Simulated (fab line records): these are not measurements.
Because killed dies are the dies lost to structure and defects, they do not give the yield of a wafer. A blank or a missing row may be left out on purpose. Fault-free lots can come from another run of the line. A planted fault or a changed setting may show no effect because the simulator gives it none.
Which tool did it? + flow sfq line + 14 lots, 41 wafers sampled, at 6 steps of a route of 325

WHAT THE GAUGES SHOWED, per wafer
SFQ_M0_RS_MEAS_904: measures by four-point-probe. Usual: M0_NB_RS 0.894 ohm/sq, standard deviation 0.009.
| lot  | measured     | on            | M0_NB_RS (ohm/sq) | flag |
|------|--------------|---------------|-------------------|------|
| L903 | day 7 15:17  | film metro-03 | 0.909 0.905 0.904 |      |
| L904 | day 7 23:49  | film metro-03 | 0.890 0.893 0.890 |      |
| L905 | day 8 04:36  | film metro-03 | 0.892 0.890 0.888 |      |
| L907 | day 8 13:45  | film metro-03 | 0.899 0.900 0.901 |      |
| L908 | day 8 17:22  | film metro-01 | 0.901 0.898 0.896 |      |
| L909 | day 8 18:33  | film metro-01 | 0.904 0.895 0.899 |      |
| L910 | day 9 01:45  | film metro-03 | 0.904 0.898 0.897 |      |
| L911 | day 9 07:46  | film metro-01 | 0.913 0.909 0.917 |      |
| L912 | day 9 15:01  | film metro-02 | 0.902 0.899 0.888 |      |
| L914 | day 10 00:34 | film metro-03 | 0.889 0.904 0.904 |      |
| L915 | day 10 10:07 | film metro-01 | 0.901 0.899 0.903 |      |
| L919 | day 11 16:19 | film metro-03 | 0.885 0.885 2.395 | OFF  |
| L922 | day 12 15:08 | film metro-03 | 2.362 2.365       | OFF  |
| L926 | day 13 05:34 | film metro-02 | 0.899 0.891 0.891 |      |

SFQ_M1_OVL_MEAS_911. Usual: M1_OVL -1 nm, standard deviation 6.3.
| lot  | measured     | on         | M1_OVL (nm) | flag |
|------|--------------|------------|-------------|------|
| L903 | day 14 16:37 | overlay-02 | -4 -5 -7    |      |
| L904 | day 14 17:20 | overlay-02 | -18 -8 -13  |      |
| L905 | day 14 18:32 | overlay-02 | -5 -2 -1    |      |
| L907 | day 18 10:34 | overlay-01 | -4 -3 -8    |      |
| L908 | day 18 12:58 | overlay-02 | 6 -2 2      |      |
| L909 | day 18 20:10 | overlay-02 | 11 13 10    |      |
| L910 | day 19 03:29 | overlay-02 | 6 9 -7      |      |
| L911 | day 19 18:57 | overlay-02 | -1 2 -2     |      |
| L912 | day 20 06:58 | overlay-01 | 6 8 4       |      |
| L914 | day 20 20:09 | overlay-01 | 3 -1 2      |      |
| L915 | day 21 11:41 | overlay-02 | -9 -6 2     |      |
| L919 | day 22 19:06 | overlay-02 | -3 -2 -2    |      |
| L922 | day 23 15:31 | overlay-02 | 2 4         |      |
| L926 | day 24 10:01 | overlay-02 | 3 5 6       |      |

TOOL THAT RAN EACH LOT (tool first, then ch and the chambers of the sampled wafers, then the start)
| lot  | SFQ_TRILAYER_M0_DEP_SPUTTER_019 | SFQ_TRILAYER_M0_BARC_OPEN_METAL_ETCH_031 | SFQ_TRILAYER_M0_ETCH_METAL_ETCH_024 | SFQ_TRILAYER_M1_DEP_SPUTTER_037 |
|------|---------------------------------|------------------------------------------|-------------------------------------|---------------------------------|
| L903 | pvd sputter-06, day 7 15:11     | rie metal-04 ch 0,1, day 8 11:42         | rie metal-04 ch 0,1, day 8 11:45    | pvd sputter-05, day 12 23:05    |
| L904 | pvd sputter-06, day 7 23:43     | rie metal-01 ch 0,1, day 8 15:18         | rie metal-01 ch 0,1, day 8 15:21    | pvd sputter-04, day 13 01:53    |
| L905 | pvd sputter-05, day 8 04:31     | rie metal-03 ch 0, day 8 17:42           | rie metal-03 ch 0, day 8 17:45      | pvd sputter-06, day 13 02:55    |
| L907 | pvd sputter-03, day 8 13:40     | rie metal-01 ch 0,1, day 9 02:06         | rie metal-01 ch 0,1, day 9 02:09    | pvd sputter-04, day 13 17:07    |
| L908 | pvd sputter-03, day 8 17:16     | rie metal-04 ch 0,1, day 9 04:30         | rie metal-04 ch 0,1, day 9 04:33    | pvd sputter-04, day 13 18:19    |
| L909 | pvd sputter-03, day 8 18:28     | rie metal-03 ch 0,1, day 9 06:57         | rie metal-03 ch 0,1, day 9 07:00    | pvd sputter-05, day 13 23:07    |
| L910 | pvd sputter-05, day 9 01:40     | rie metal-04 ch 0,1, day 9 11:50         | rie metal-04 ch 0,1, day 9 11:53    | pvd sputter-06, day 14 05:07    |
| L911 | pvd sputter-06, day 9 07:40     | rie metal-03 ch 0,1, day 9 19:00         | rie metal-03 ch 0,1, day 9 19:03    | pvd sputter-06, day 14 16:49    |
| L912 | pvd sputter-06, day 9 14:52     | rie metal-03 ch 0,1, day 9 22:37         | rie metal-03 ch 0,1, day 9 22:42    | pvd sputter-06, day 15 03:37    |
| L914 | pvd sputter-06, day 10 00:28    | rie metal-01 ch 0, day 10 03:46          | rie metal-01 ch 0, day 10 03:49     | pvd sputter-06, day 15 11:34    |
| L915 | pvd sputter-06, day 10 10:02    | rie metal-04 ch 0,1, day 10 16:09        | rie metal-04 ch 0,1, day 10 16:13   | pvd sputter-05, day 15 17:34    |
| L919 | pvd sputter-06, day 11 16:12    | rie metal-04 ch 0, day 11 18:59          | rie metal-04 ch 0, day 11 19:08     | pvd sputter-05, day 16 12:46    |
| L922 | pvd sputter-06, day 12 15:01    | rie metal-04 ch 1, day 12 21:10          | rie metal-04 ch 1, day 12 21:20     | pvd sputter-05, day 17 10:22    |
| L926 | pvd sputter-05, day 13 05:25    | rie metal-04 ch 0,1, day 17 14:13        | rie metal-04 ch 0,1, day 17 14:18   | pvd sputter-05, day 18 00:36    |
- SFQ_TRILAYER_M0_DEP_SPUTTER_019: material Nb, target thk 200 nm, time 133.3 s.
- SFQ_TRILAYER_M0_BARC_OPEN_METAL_ETCH_031: etches BARC in O2, target depth 125 nm, time 41.7 s.
- SFQ_TRILAYER_M0_ETCH_METAL_ETCH_024: etches Nb in Cl2/Ar, stops on SiO2, target depth 240 nm, time 120 s.
- SFQ_TRILAYER_M1_DEP_SPUTTER_037: material Nb, target thk 200 nm, time 133.3 s.

AS READ BY THE TOOLS THEMSELVES (means over the sampled wafers that have a number; for cases with no such wafer, the mark the record gives instead)
SFQ_TRILAYER_M0_DEP_SPUTTER_019. Usual: throttle valve pct at 29.9 %, with a standard deviation of 1.
| lot  | tool           | throttle valve pct (%) | flag |
|------|----------------|------------------------|------|
| L903 | pvd sputter-06 | 29.4                   |      |
| L904 | pvd sputter-06 | 29.3                   |      |
| L905 | pvd sputter-05 | 29.1                   |      |
| L907 | pvd sputter-03 | 30.3                   |      |
| L908 | pvd sputter-03 | 29.8                   |      |
| L909 | pvd sputter-03 | 30.4                   |      |
| L910 | pvd sputter-05 | 30.5                   |      |
| L911 | pvd sputter-06 | 29.7                   |      |
| L912 | pvd sputter-06 | 29.2                   |      |
| L914 | pvd sputter-06 | 29.3                   |      |
| L915 | pvd sputter-06 | 29.4                   |      |
| L919 | pvd sputter-06 | 29.1                   |      |
| L922 | pvd sputter-06 | 30.1                   |      |
| L926 | pvd sputter-05 | 29.3                   |      |

SFQ_TRILAYER_M0_BARC_OPEN_METAL_ETCH_031. Usual: drypump motor current A 5.6 A, standard deviation 0.41; oes product au 0.685 a.u., standard deviation 0.0045.
| lot  | tool         | drypump motor current A (A) | oes product au (a.u.) | flag |
|------|--------------|-----------------------------|-----------------------|------|
| L903 | rie metal-04 | 5.9                         | 0.686                 |      |
| L904 | rie metal-01 | 5.4                         | 0.688                 |      |
| L905 | rie metal-03 | 5.9                         | 0.688                 |      |
| L907 | rie metal-01 | 5.6                         | 0.690                 |      |
| L908 | rie metal-04 | 5.9                         | 0.680                 |      |
| L909 | rie metal-03 | 5.3                         | 0.686                 |      |
| L910 | rie metal-04 | 5.6                         | 0.688                 |      |
| L911 | rie metal-03 | 5.6                         | 0.684                 |      |
| L912 | rie metal-03 | 5.7                         | 0.683                 |      |
| L914 | rie metal-01 | 5.3                         | 0.682                 |      |
| L915 | rie metal-04 | 5.6                         | 0.685                 |      |
| L919 | rie metal-04 | 6.2                         | 0.687                 |      |
| L922 | rie metal-04 | 5.3                         | 0.674                 |      |
| L926 | rie metal-04 | 5.6                         | 0.683                 |      |

SFQ_TRILAYER_M0_ETCH_METAL_ETCH_024. Usual: drypump motor current A 5.6 A, standard deviation 0.41; oes product au 0.892 a.u., standard deviation 0.0069.
| lot  | tool         | drypump motor current A (A) | oes product au (a.u.) | flag |
|------|--------------|-----------------------------|-----------------------|------|
| L903 | rie metal-04 | 5.9                         | 0.885                 |      |
| L904 | rie metal-01 | 5.4                         | 0.894                 |      |
| L905 | rie metal-03 | 6.0                         | 0.896                 |      |
| L907 | rie metal-01 | 5.6                         | 0.888                 |      |
| L908 | rie metal-04 | 5.9                         | 0.891                 |      |
| L909 | rie metal-03 | 5.3                         | 0.891                 |      |
| L910 | rie metal-04 | 5.6                         | 0.894                 |      |
| L911 | rie metal-03 | 5.6                         | 0.886                 |      |
| L912 | rie metal-03 | 5.6                         | 0.890                 |      |
| L914 | rie metal-01 | 5.3                         | 0.892                 |      |
| L915 | rie metal-04 | 5.6                         | 0.889                 |      |
| L919 | rie metal-04 | 6.2                         | 0.789                 | OFF  |
| L922 | rie metal-04 | 5.3                         | 0.573                 | OFF  |
| L926 | rie metal-04 | 5.6                         | 0.895                 |      |

SFQ_TRILAYER_M1_DEP_SPUTTER_037. Usual: throttle valve pct at 29.7 %, with a standard deviation of 0.89.
| lot  | tool           | throttle valve pct (%) | flag |
|------|----------------|------------------------|------|
| L903 | pvd sputter-05 | 31.6                   |      |
| L904 | pvd sputter-04 | 29.9                   |      |
| L905 | pvd sputter-06 | 29.3                   |      |
| L907 | pvd sputter-04 | 29.5                   |      |
| L908 | pvd sputter-04 | 29.3                   |      |
| L909 | pvd sputter-05 | 29.4                   |      |
| L910 | pvd sputter-06 | 29.6                   |      |
| L911 | pvd sputter-06 | 29.7                   |      |
| L912 | pvd sputter-06 | 29.2                   |      |
| L914 | pvd sputter-06 | 29.1                   |      |
| L915 | pvd sputter-05 | 31.1                   |      |
| L919 | pvd sputter-05 | 30.9                   |      |
| L922 | pvd sputter-05 | 29.2                   |      |
| L926 | pvd sputter-05 | 30.9                   |      |

THE ANSWER, worked out from the rows above alone
Rule: take the mean of a lot's wafers that have a number; if it is more than 3 standard deviations from the usual mean, the lot is off. Also off: a lot with no number at a reading for which 4 or more lots have one. The other lots that the step has rows for count as sound. First the gauges in route order, then the tools' own readings, where a lot's mean is used as printed above. The first step at which some lot is off is used, and at that step the reading that is off furthest; a lot without a number counts as furthest.
Off: at SFQ_M0_RS_MEAS_904 (M0_NB_RS), L919, L922.
A tool fits if, at a process step before that reading, it ran every lot that is off, and no sound lot after the first of them. Not tried: the gauges at SFQ_M0_RS_MEAS_904; whatever is off there is also off at SFQ_TRILAYER_M0_ETCH_METAL_ETCH_024, on other tools, and gauge error can't account for it. One candidate fits, namely pvd sputter-06 at SFQ_TRILAYER_M0_DEP_SPUTTER_019. Its last sound lot is L915 (day 10 10:02), its first lot that is off L919 (day 11 16:12): a fault that began between those two fits.

WHAT THE SIMULATOR HAD INSERTED
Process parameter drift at SFQ_TRILAYER_M0_DEP_SPUTTER_019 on pvd sputter-06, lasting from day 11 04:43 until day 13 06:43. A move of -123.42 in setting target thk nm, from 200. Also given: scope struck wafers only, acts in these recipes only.
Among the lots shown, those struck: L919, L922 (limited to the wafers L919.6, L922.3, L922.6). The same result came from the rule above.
